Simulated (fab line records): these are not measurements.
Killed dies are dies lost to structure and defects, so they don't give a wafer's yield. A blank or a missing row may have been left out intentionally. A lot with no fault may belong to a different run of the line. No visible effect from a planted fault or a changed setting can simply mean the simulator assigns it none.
Which tool is to blame?    flow gf180mcu    Sampling: 13 lots, 39 wafers, 5 of 602 route steps

== WHAT EACH GAUGE READ, for each wafer ==
GF_VT_IMPLANT_TW_MEAS_10. Usual: VT_IMPLANT_TW gives 565 (standard deviation 5.6).
lot   measured      on             VT_IMPLANT_TW  flag
L572  day 5 14:54   film metro-04  558 560 561    
L574  day 6 03:45   film metro-01  572 572 573    
L576  day 6 17:15   film metro-04  555 559 556    
L577  day 6 20:51   film metro-04  560 557 561    
L578  day 7 05:42   film metro-01  568 569 566    
L579  day 7 12:56   film metro-04  554 553 553    
L580  day 7 18:35   film metro-01  567 565 564    
L582  day 8 09:27   film metro-01  570 569 567    
L583  day 8 14:09   film metro-01  569 570 567    
L587  day 9 14:23   film metro-01  567 570 563    
L588  day 9 18:55   film metro-04  558 561 561    
L589  day 10 00:09  film metro-04  555 558 557    
L590  day 10 06:49  film metro-01  566 571 568    

GF_HV_LDD_TW_MEAS_23. Usual: HV_LDD_2_TW gives 1053 (standard deviation 10).
lot   measured      on             HV_LDD_2_TW              flag
L572  day 10 20:40  film metro-04  1047 1044 1044           
L574  day 11 10:26  film metro-02  1055 1052 1055           
L576  day 12 04:18  film metro-03  1044 1037 1043           
L577  day 12 09:30  film metro-03  1035 1040 1041           
L578  day 12 23:27  film metro-02  1056 1066 1065           
L579  day 13 01:52  film metro-04  1052 1054 1054           
L580  day 13 10:40  film metro-03  1028 1029 1033           
L582  day 14 05:14  film metro-04  1060 1050 1058           
L583  day 14 14:52  film metro-02  1063 1064 1061           
L587  day 15 18:18  film metro-02  669 676 674 672 673 674  OFF
L588  day 16 01:12  film metro-02  667 674 670 669 670 673  OFF
L589  day 16 04:51  film metro-02  671 672 669 676 668 671  OFF
L590  day 16 13:12  film metro-04  665 661 664 666 665 665  OFF

GF_NSD_CD_MEAS_07: target cd 400 nm. Usual: cd nm at 400.0 nm, with a standard deviation of 2.4.
lot   measured      on         cd nm (nm)         flag
L572  day 13 09:44  cd sem-01  397.0 396.6 398.3  
L574  day 14 00:20  cd sem-02  401.1 400.2 400.0  
L576  day 14 22:00  cd sem-01  397.2 396.2 400.3  
L577  day 15 01:44  cd sem-01  401.0 399.8 400.8  
L578  day 15 17:46  cd sem-01  400.8 398.3 399.4  
L579  day 15 20:20  cd sem-02  398.1 395.4 394.7  
L580  day 16 06:56  cd sem-02  397.9 399.0 398.0  
L582  day 17 01:47  cd sem-02  399.0 400.5 398.9  
L583  day 17 12:32  cd sem-01  401.2 398.8 401.4  
L587  day 18 18:20  cd sem-01  397.0 399.2 400.6  
L588  day 19 02:29  cd sem-01  401.7 405.9 400.0  
L589  day 19 04:53  cd sem-01  399.3 400.4 401.5  
L590  day 19 14:11  cd sem-01  398.0 399.5 398.0  

== WHICH TOOL RAN EACH LOT (tool, then ch and the chambers of the sampled wafers, then the start) ==
lot   GF_VT_IMPLANT_STRIP_20                GF_HV_LDD_IMPLANT_21
L572  plasma asher-01 ch 0,1, day 6 05:51   implanter-03 ch 0, day 10 20:25
L574  plasma asher-03 ch 0,1, day 6 19:02   implanter-02 ch 0, day 11 10:11
L576  plasma asher-02 ch 0,1, day 7 09:12   implanter-02 ch 0, day 12 04:03
L577  plasma asher-02 ch 0,1, day 7 12:31   implanter-02 ch 0, day 12 09:16
L578  plasma asher-03 ch 0,1, day 7 21:56   implanter-02 ch 0, day 12 23:12
L579  plasma asher-03 ch 0,1, day 8 05:21   implanter-03 ch 0, day 13 01:38
L580  plasma asher-03 ch 0,1, day 8 10:56   implanter-03 ch 0, day 13 10:27
L582  plasma asher-03 ch 0,1, day 9 02:12   implanter-01 ch 0, day 14 05:02
L583  plasma asher-03 ch 0,1, day 9 07:34   implanter-03 ch 0, day 14 14:37
L587  plasma asher-03 ch 0,1, day 10 07:36  implanter-02 ch 0, day 15 18:03
L588  plasma asher-02 ch 0,1, day 10 12:31  implanter-03 ch 0, day 16 00:58
L589  plasma asher-02 ch 0,1, day 10 18:25  implanter-02 ch 0, day 16 04:36
L590  plasma asher-01 ch 0, day 11 00:49    implanter-03 ch 0, day 16 12:58
- GF_VT_IMPLANT_STRIP_20: strips in O2/N2.
- GF_HV_LDD_IMPLANT_21

== WHAT THE TOOLS THEMSELVES READ (means of the sampled wafers that have a number; where no wafer has one, the mark that the record gives instead) ==
GF_VT_IMPLANT_STRIP_20. Usual: drypump motor current A 5.72 A, standard deviation 0.28; heater power w 362 W, standard deviation 38; n2 flow sccm 299.9 sccm, standard deviation 0.97; oes product au 0.716 a.u., standard deviation 0.0047; strip time to endpoint s 12.65 s, standard deviation 0.032.
lot   tool             drypump motor current A (A)  heater power w (W)  n2 flow sccm (sccm)  oes product au (a.u.)  strip time to endpoint s (s)  flag
L572  plasma asher-01  6.07                         374                 299.9                0.715                  12.65                         
L574  plasma asher-03  5.58                         379                 299.6                0.717                  12.66                         
L576  plasma asher-02  5.56                         313                 299.7                0.716                  12.65                         
L577  plasma asher-02  5.54                         320                 299.5                0.710                  12.68                         
L578  plasma asher-03  5.59                         381                 299.1                0.716                  12.65                         
L579  plasma asher-03  5.58                         381                 299.8                0.713                  12.66                         
L580  plasma asher-03  5.69                         383                 300.6                0.721                  12.65                         
L582  plasma asher-03  5.71                         380                 300.3                0.717                  12.66                         
L583  plasma asher-03  5.58                         383                 298.8                0.713                  12.69                         
L587  plasma asher-03  5.58                         389                 300.2                0.717                  12.63                         
L588  plasma asher-02  5.58                         308                 300.6                0.713                  12.67                         
L589  plasma asher-02  5.53                         314                 299.4                0.715                  12.68                         
L590  plasma asher-01  6.40                         417                 299.9                0.711                  12.64                         

== THE ANSWER, worked out from the rows above alone ==
Rule: take the mean of a lot's wafers that have a number; if it is more than 3 standard deviations from the usual mean, the lot is off. Also off: a lot with no number at a reading for which 4 or more lots have one. Where the step has rows for the other lots, those lots are counted as sound. The gauges are gone through in route order, then the tools' own readings, and for those a lot's mean is taken as printed above. The first step at which some lot is off is used, and at that step the reading that is off furthest; a lot without a number counts as furthest.
Off: L587, L588, L589, L590, seen at GF_HV_LDD_TW_MEAS_23 (HV_LDD_2_TW).
If a tool, at a process step before that reading, ran all the lots that are off and no sound lot after the first of them, it fits. Those tools and the gauges at GF_HV_LDD_TW_MEAS_23 are tried in the same way. Of those tried, none fits.

== WHAT HAD BEEN PUT IN BY THE SIMULATOR ==
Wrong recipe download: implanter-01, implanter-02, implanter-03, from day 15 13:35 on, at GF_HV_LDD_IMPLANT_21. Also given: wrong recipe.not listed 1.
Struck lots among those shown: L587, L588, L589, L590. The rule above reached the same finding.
